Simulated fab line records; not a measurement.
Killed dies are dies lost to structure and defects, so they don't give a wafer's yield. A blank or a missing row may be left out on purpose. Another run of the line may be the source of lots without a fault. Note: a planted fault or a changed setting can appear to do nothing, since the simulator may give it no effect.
Problem report in the 8D (eight disciplines) form, filled by code / flow gf180mcu / the parts of the form that need people (team, actions taken, sign-off) are left out

== 1. THE ISSUE ==
Mean of run length s at GF_STI_WET_ETCH_17: 1058 s across 6 wafers in 2 lots; on wafers with no fault it is 541 s (standard deviation 3.1). That is +99 or more standard deviations from the usual mean.
The step: etches Si3N4 in H3PO4, target depth 45 nm, time 514 s.
Seen first at day 4 22:05 on wet bench-03, wafer L572.1. The record has a number at this step for 18 wafers belonging to 6 lots. By rule, "out" or "out of limits" means more than 4 standard deviations away from the usual mean. The other wafers with a number count as sound.

== 2. WHAT IT IS, WHAT IT ISN'T ==
question=which readings at this step | is=run length s | is not=-
question=which lots | is=L572, L573 | is not=L562, L563, L571, L575
question=which wafers of those lots | is=all that have a number | is not=-
question=read on which tools | is=wet bench-03 | is not=wet bench-01, wet bench-04
question=when | is=from day 4 22:05 | is not=up to then (9 sound wafers); but 3 sound wafers of L575 came after

== 3. THE SUSPECTS, EACH WITH WHAT RULES IT OUT ==
Counting: a tool at a process step up to the reading stays a suspect if it ran every lot that is out and no sound lot after the first of them.
- wet bench-03 at GF_STI_WET_ETCH_17 (etches Si3N4 in H3PO4, target depth 45 nm, time 514 s): kept. It processed each lot that is out, first L572 at day 4 22:05, and no sound lot thereafter; up to then, the last sound lot it processed was L563 at day 2 22:07. Out on those wafers are its own readings of run length s.
Left after counting: wet bench-03 at GF_STI_WET_ETCH_17.

== 4. THE CAUSE (what the simulator had put in) ==
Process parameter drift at GF_STI_WET_ETCH_17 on wet bench-03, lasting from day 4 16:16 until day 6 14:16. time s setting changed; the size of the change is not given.
Counting left only this tool.

== 5. THE CHAIN OF EFFECTS, in route order ==
Each row: a reading where the mean over the struck wafers with a number is more than 3 standard deviations away from the usual. Only readings whose record carries a usual standard deviation are examined. hours: median over the lots of the time between each lot's start at the first step of this table that gives one and its start at this step. sigmas: the change, counted in usual standard deviations.
hours=0; step=GF_STI_WET_ETCH_17; reading=run length s; usual=541 s; on struck wafers=1058; change=+516; sigmas=+99 or more
Here are the process steps it includes:
- GF_STI_WET_ETCH_17: etches Si3N4 in H3PO4, target depth 45 nm, time 514 s.
At these later measuring or inspecting steps, every struck wafer for which the step has a row has a number for every such reading, and none has moved that far: GF_STI_THK_MEAS_22, GF_STI_THK_MEAS_24.

== 6. HOW IT WOULD HAVE BEEN CAUGHT EARLIER ==
6 hours passed between the start of the fault at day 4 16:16 and the first reading out of limits in this record, taken at day 4 22:05.
